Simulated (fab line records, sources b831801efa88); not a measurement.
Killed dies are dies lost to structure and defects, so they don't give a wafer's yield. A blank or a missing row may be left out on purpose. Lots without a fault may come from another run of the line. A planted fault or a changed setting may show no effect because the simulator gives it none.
fab line records | flow sky130
record lots=12 wafers=36 last_day=50
route steps=708 shown LI_CONTACT@364 LOCAL_INTERCONNECT@387 METAL4@628 PAD_OPEN@708
lots that met no fault: from a run of the same line without faults
start_h: hours from the record's first day to the start of the lot's first wafer shown | wait_h: hours since the lot's step before | " the same as in the row above | L1.1+2: a row that stands for several wafers | - no value, or no start given | * or withheld: withheld | < > ~ a bound
route shown NAME@n: a module of which the file shows steps, and the number in the route of the first | usual: mean/standard deviation of fault-free wafers | same: alike in all rows | chamber/n: place in a boat | sites: the reading at each site | _std_site: their standard deviation | _edge_site: outer sites' mean less inner sites' | radius_mm: how far each site lies from the wafer's centre | mask NAME#n: copy n | behind: the tool/chamber that last shaped the wafer | hold: why the lot was held/for how many hours/how that ended | device: the transistor (n, p or np) that didn't switch | end of line: the same wafers' tests at the end of the route | a step without rows: its recipe alone | killed: dies lost to structure and defects at the first sort, not the wafer's yield | map: a wafer's dies, x killed, . not, _ none there
set.NAME: the setting as run; set.NAME@STEP: as run at that earlier step | model.NAME: the simulator's own value behind a step, which no gauge read
steps of the route over a sample of lots; a table a step, a row a wafer
services: from which hour (start_h, from the record's first day; less than 0 if before it) a tool's chamber was out of use, for how many hours, and why
## steps
# step SKY_LI_CONTACT_CMP_02
# recipe material=PSG down_force_psi=4 platen_rpm=60 pad_velocity_m_s=0.94248
# usual motor_current_A=12.3/0.88 time_to_endpoint_s=37.5/2.2
# columns lot.wafer tool chamber start_h wait_h motor_current_A time_to_endpoint_s
L686.2 cmp-01 2 672.77 0.1 11.4 40.2
L686.4 " 3 " " 12.6 40.1
L686.6 " 2 " " 11.2 42.2
L687.1 cmp-01 3 685.32 0.1 12.2 36.0
L687.6 " 3 " " 12.5 34.2
L687.5 " 0 " " 13.8 35.9
L693.2 cmp-02 0 736.06 0.1 11.2 36.5
L693.1 " 1 " " 12.2 36.8
L693.5 " 2 " " 11.7 38.2
L694.2 cmp-01 3 744.91 0.0 12.3 37.3
L694.4 " 0 " " 13.8 40.4
L694.6 " 3 " " 13.0 37.4
L695.4 cmp-02 2 752.26 0.1 12.1 34.8
L695.1 " 0 " " 11.0 35.3
L695.5 " 2 " " 12.5 37.8
L698.2 cmp-01 0 777.00 0.0 13.9 40.0
L698.4 " 1 " " 11.4 39.3
L698.6 " 0 " " 13.3 37.6
L700.2 cmp-02 2 789.56 0.1 12.3 37.9
L700.6 " 1 " " 12.8 35.2
L700.5 " 2 " " 12.5 37.1
L701.4 cmp-01 0 797.67 0.1 13.2 37.7
L701.5 " 3 " " 12.1 35.9
L701.6 " 0 " " 13.9 35.4
L702.1 cmp-02 0 809.36 0.1 11.7 40.3
L702.2 " 2 " " 12.5 37.4
L702.5 " 1 " " 12.2 34.6
L704.4 cmp-02 2 821.60 0.0 12.1 36.9
L704.1 " 1 " " 13.2 35.3
L704.5 " 3 " " 12.4 37.2
L706.1 cmp-01 1 824.44 0.1 12.7 40.4
L706.4 " 3 " " 12.7 33.1
L706.5 " 1 " " 11.8 38.6
L705.3 cmp-01 1 826.41 0.0 11.9 39.1
L705.4 " 3 " " 12.2 40.2
L705.2 " 0 " " 14.3 35.9
# step SKY_LOCAL_INTERCONNECT_SPUTTER_00
# recipe material=TiN target_thk_nm=100 temp_c=300 power_w=6500 time_s=83.3 chamber_pressure_pa=0.4
# usual cathode_dc_power_W=6500.1/1.1 throttle_valve_pct=29.3/0.92
# columns lot.wafer tool chamber start_h wait_h cathode_dc_power_W throttle_valve_pct
L686.2 pvd_sputter-01 - 702.44 0.1 6498.8 30.3
L686.4 " - " " 6500.9 27.8
L686.6 " - " " 6500.6 29.2
L687.1 pvd_sputter-02 - 714.30 0.1 6499.8 28.8
L687.5 " - " " 6501.0 28.2
L687.6 " - " " 6499.0 29.4
L693.1 pvd_sputter-01 - 766.25 0.1 6500.4 30.3
L693.2 " - " " 6499.9 28.9
L693.5 " - " " 6499.4 28.0
L694.2 pvd_sputter-01 - 773.54 0.2 6499.8 29.1
L694.4 " - " " 6500.6 27.8
L694.6 " - " " 6500.4 29.1
L695.1 pvd_sputter-02 - 780.53 0.1 6499.6 29.5
L695.4 " - " " 6498.8 28.4
L695.5 " - " " 6501.1 29.4
L698.2 pvd_sputter-02 - 804.87 0.1 6500.4 29.4
L698.4 " - " " 6499.7 29.0
L698.6 " - " " 6499.6 29.5
L700.2 pvd_sputter-02 - 817.04 0.2 6499.9 29.7
L700.5 " - " " 6500.3 29.6
L700.6 " - " " 6499.4 29.0
L701.4 pvd_sputter-02 - 825.65 0.2 6496.2 28.9
L701.5 " - " " 6501.1 29.0
L701.6 " - " " 6500.2 27.6
L702.1 pvd_sputter-03 - 836.57 0.2 6500.2 30.3
L702.2 " - " " 6500.8 29.2
L702.5 " - " " 6499.8 31.1
L704.1 pvd_sputter-01 - 848.99 0.1 6498.2 29.6
L704.4 " - " " 6500.0 30.6
L704.5 " - " " 6499.8 30.7
L706.1 pvd_sputter-01 - 852.34 0.2 6501.5 29.6
L706.4 " - " " 6499.6 27.9
L706.5 " - " " 6500.7 29.7
L705.2 pvd_sputter-03 - 854.14 0.1 6499.3 29.4
L705.3 " - " " 6500.2 29.1
L705.4 " - " " 6499.9 30.8
# step SKY_LOCAL_INTERCONNECT_THK_MEAS_02
# recipe thk_meas_gauge=xrf reads=TiN_of_LOCAL_INTERCONNECT_SPUTTER_00
# usual LOCAL_INTERCONNECT_TIN_THK=100.0/1.1
# columns lot.wafer tool chamber start_h wait_h LOCAL_INTERCONNECT_TIN_THK[nm]
L686.2 film_metro-02 - 702.63 0.1 99.3
L686.4 " - " " 99.7
L686.6 " - " " 99.9
L687.1 film_metro-03 - 714.49 0.1 101.5
L687.5 " - " " 100.9
L687.6 " - " " 102.1
L693.1 film_metro-04 - 766.43 0.1 99.3
L693.2 " - " " 99.1
L693.5 " - " " 100.2
L694.2 film_metro-04 - 773.73 0.1 99.1
L694.4 " - " " 100.3
L694.6 " - " " 100.0
L695.1 film_metro-02 - 780.71 0.1 102.5
L695.4 " - " " 102.7
L695.5 " - " " 103.3
L698.2 film_metro-04 - 805.06 0.1 99.8
L698.4 " - " " 99.9
L698.6 " - " " 100.3
L700.2 film_metro-03 - 817.23 0.1 97.6
L700.5 " - " " 98.3
L700.6 " - " " 98.0
L701.4 film_metro-04 - 825.87 0.1 102.0
L701.5 " - " " 101.8
L701.6 " - " " 100.9
L702.1 film_metro-04 - 836.76 0.1 100.4
L702.2 " - " " 99.8
L702.5 " - " " 99.5
L704.1 film_metro-02 - 849.17 0.1 99.9
L704.4 " - " " 99.6
L704.5 " - " " 100.4
L706.1 film_metro-04 - 852.52 0.1 99.3
L706.4 " - " " 99.4
L706.5 " - " " 99.7
L705.2 film_metro-04 - 854.33 0.1 99.1
L705.3 " - " " 98.9
L705.4 " - " " 100.0
# step SKY_METAL4_DEVELOP_12
# recipe develop_time_s=60 resist=KrF-thick dev_temp_c=21
# usual developer_temp_C=21.00/0.13
# columns lot.wafer tool chamber start_h wait_h developer_temp_C
L686.2 litho_track-01 0 998 - 20.87
L686.4 " 0 " " 20.85
L686.6 " 0 " " 20.93
L687.1 litho_track-04 0 1008 - 20.89
L687.5 " 0 " " 21.04
L687.6 " 0 " " 21.00
L693.1 litho_track-02 0 1050 - 20.33
L693.2 " 0 " " 20.33
L693.5 " 0 " " 20.08
L694.2 litho_track-02 0 1058 - 20.13
L694.4 " 0 " " 20.15
L694.6 " 0 " " 20.25
L695.1 litho_track-02 0 1060 - 20.03
L695.4 " 0 " " 20.14
L695.5 " 0 " " 20.06
L698.2 litho_track-01 0 1083 - 20.89
L698.4 " 0 " " 20.73
L698.6 " 0 " " 20.89
L700.2 litho_track-01 0 1092 - 21.04
L700.5 " 0 " " 20.93
L700.6 " 0 " " 21.11
L701.4 litho_track-01 0 1098 - 21.19
L701.5 " 0 " " 21.19
L701.6 " 0 " " 21.02
L702.1 litho_track-04 0 1105 - 21.07
L702.2 " 0 " " 20.94
L702.5 " 0 " " 20.76
L704.1 litho_track-02 0 1115 - 21.07
L704.4 " 0 " " 21.17
L704.5 " 0 " " 21.10
L706.1 litho_track-04 0 1116 - 21.00
L706.4 " 0 " " 21.14
L706.5 " 0 " " 21.18
L705.2 litho_track-02 0 1120 - 20.95
L705.3 " 0 " " 20.92
L705.4 " 0 " " 20.86
# step SKY_PAD_OPEN_PROBE_99
# usual defect_limited_yield=82.4/1.8 killed_at_M0_to_M3=44/7 killed_at_M4_up=3.2/2 killed_at_contacts=25/5.3 killed_at_front_end=15/4.3 killed_at_other=0.3/0.54 killed_dies=86/8.7 killed_open=47/6.4 killed_short=39/5.6 sort_bin_3_pad_short=0.9/0.43 sort_bin_5_function=10.4/1.4 sort_bin_6_memory=6.3/1.2 sort_n_pass=406/8.7 sort_yield_pct=82.4/1.8
# same gross_dies=492 killed_at_back_side=0 sort_bin_4_leakage[%]=0 sort_bin_8_speed[%]=0
# columns lot.wafer tool chamber start_h wait_h defect_limited_yield[%] killed_at_M0_to_M3 killed_at_M4_up killed_at_contacts killed_at_front_end killed_at_other killed_dies killed_open killed_short sort_bin_3_pad_short[%] sort_bin_5_function[%] sort_bin_6_memory[%] sort_n_pass sort_yield_pct[%]
L702.1 prober-02 - 1184.59 0.1 81.7 46 4 23 16 1 90 52 37 1.0 11.2 6.1 402 81.7
L702.2 prober-02 - 1184.64 0.1 82.5 46 8 23 9 0 86 47 39 0.4 11.8 5.3 406 82.5
L702.5 prober-02 - 1184.79 0.2 82.9 48 5 19 11 1 84 44 40 1.6 10.2 5.3 408 82.9
# killed by level:class
L702.1 VIA1:geometric_particle:open=13 VIA2:geometric_particle:open=9 LI_CONTACT:geometric_particle:open=8 CONTACT:geometric_particle:open=8 METAL2:geometric_particle:short=8 METAL1:geometric_particle:short=6 FIELD_ISO:geometric_particle:short=5 POLY_GATE:geometric_particle:short=3
L702.2 VIA1:geometric_particle:open=11 CONTACT:geometric_particle:open=8 METAL2:geometric_particle:short=7 METAL1:geometric_particle:short=5 VIA3:geometric_particle:open=5 VIA1:geometric_particle:short=5 METAL4:geometric_particle:short=5 LI_CONTACT:geometric_particle:open=4
L702.5 VIA3:geometric_particle:open=9 VIA1:geometric_particle:open=8 LI_CONTACT:geometric_particle:open=7 VIA2:geometric_particle:open=7 CONTACT:geometric_particle:open=5 METAL1:geometric_particle:short=5 VIA1:geometric_particle:short=5 METAL4:geometric_particle:short=5
## services
# columns tool chamber start_h hours kind
pvd_sputter-02 - 648.87 8.5 repair
pvd_sputter-01 - 655.93 0.9 repair
cmp-02 - 677.96 1.3 repair
cmp-01 - 711.77 2.0 repair
cmp-02 - 744.00 4.0 pm
cmp-01 - 761.35 9.3 pm
cmp-02 - 782.87 4.0 repair
pvd_sputter-02 - 807.31 0.6 repair
cmp-01 - 807.41 2.2 repair
cmp-01 - 818.83 0.3 repair
cmp-02 - 829.82 3.9 repair
cmp-02 - 864.14 9.1 pm
pvd_sputter-02 - 879.21 1.4 repair
cmp-01 - 881.58 3.0 repair
cmp-01 - 912.64 4.0 pm
pvd_sputter-02 - 935.66 2.6 repair
pvd_sputter-02 - 946.19 4.0 repair
cmp-02 - 954.03 0.4 repair
pvd_sputter-02 - 960.31 6.9 repair
cmp-01 - 960.38 1.1 repair
cmp-01 - 961.47 4.8 pm
pvd_sputter-01 - 1005.01 14.3 repair
pvd_sputter-01 - 1006.91 0.7 repair
cmp-01 - 1102.38 0.6 repair
## key
first_sign step=SKY_METAL4_DEVELOP_12 reading=developer_temp_C direction=down sigmas=6.7 usual=* struck=*
effect none on later readings
met_at SKY_METAL4_DEVELOP_12
struck_lots L693,L694,L695
loop_trim step=SKY_METAL4_EXPOSE_10 setting=dose lots=L695
not_acting_at SKY_LI_CONTACT_CMP_02,SKY_LOCAL_INTERCONNECT_SPUTTER_00,SKY_LOCAL_INTERCONNECT_THK_MEAS_02
fault kind=process_parameter_drift tool=litho_track-02 chamber=- onset_h=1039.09 steps=SKY_METAL4_DEVELOP_12 channel=dev_temp_c offset=* shape=step end_h=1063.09 acts_in=* stated=*
# loop_trim: a control loop set the setting to another value than it would have without faults
